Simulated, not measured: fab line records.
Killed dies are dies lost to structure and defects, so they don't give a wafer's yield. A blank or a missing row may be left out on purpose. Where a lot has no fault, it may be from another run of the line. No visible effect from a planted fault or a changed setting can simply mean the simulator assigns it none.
Chamber matching + flow gf180mcu + GF_PASSIVATION_CVD_02 on pecvd-02 has 3 sister chambers
The step deposits Si3N4, target thk 700 nm, time 486.18 s. 6 wafers are shown with their chamber, then 7 later ones without.

## WAFERS, EACH WITH ITS CHAMBER
| wafer  | chamber | heaterPowerW (W) | heaterPowerOuterW (W) |
|--------|---------|------------------|-----------------------|
| L085.1 | 2       | 569              | 352                   |
| L085.5 | 2       | 602              | 371                   |
| L088.3 | 1       | 590              | 338                   |
| L088.5 | 0       | 788              | 458                   |
| L089.1 | 1       | 652              | 394                   |
| L089.5 | 0       | 836              | 491                   |

## WAFERS MISSING THEIR CHAMBER
| wafer  | heaterPowerW (W) | heaterPowerOuterW (W) |
|--------|------------------|-----------------------|
| L089.6 | 508              | 304                   |
| L094.2 | 593              | 340                   |
| L094.4 | 694              | 395                   |
| L094.5 | 656              | 392                   |
| L095.1 | 812              | 459                   |
| L095.3 | 614              | 376                   |
| L095.6 | 556              | 317                   |

## WHICH CHAMBER EACH ONE RAN IN
| wafer  | from the rows above     | in truth |
|--------|-------------------------|----------|
| L089.6 | can't be placed: 2 or 1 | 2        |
| L094.2 | can't be placed: 2 or 1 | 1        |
| L094.4 | can't be placed: 1 or 2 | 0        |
| L094.5 | can't be placed: 1 or 2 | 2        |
| L095.1 | 0                       | 0        |
| L095.3 | can't be placed: 1 or 2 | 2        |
| L095.6 | can't be placed: 2 or 1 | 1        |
Correct placement for 1 of the 7. Can't be placed from these rows: 6 (the true chamber is among the candidates in 5). Placed wrongly: 0.
How it was worked out, from the rows above alone: a wafer's distance from a chamber is the root of the sum, over the readings, of the square of ((its reading less the chamber's mean) divided by the reading's scatter). If the next closest chamber is less than 2 further off than the closest, the wafer can't be placed; otherwise it belongs to the closest. A chamber's mean is the mean of its shown wafers. The scatter: take each reading less its chamber's mean, square it, sum over the shown wafers, divide by the number of wafers less the number of chambers, and take the root.
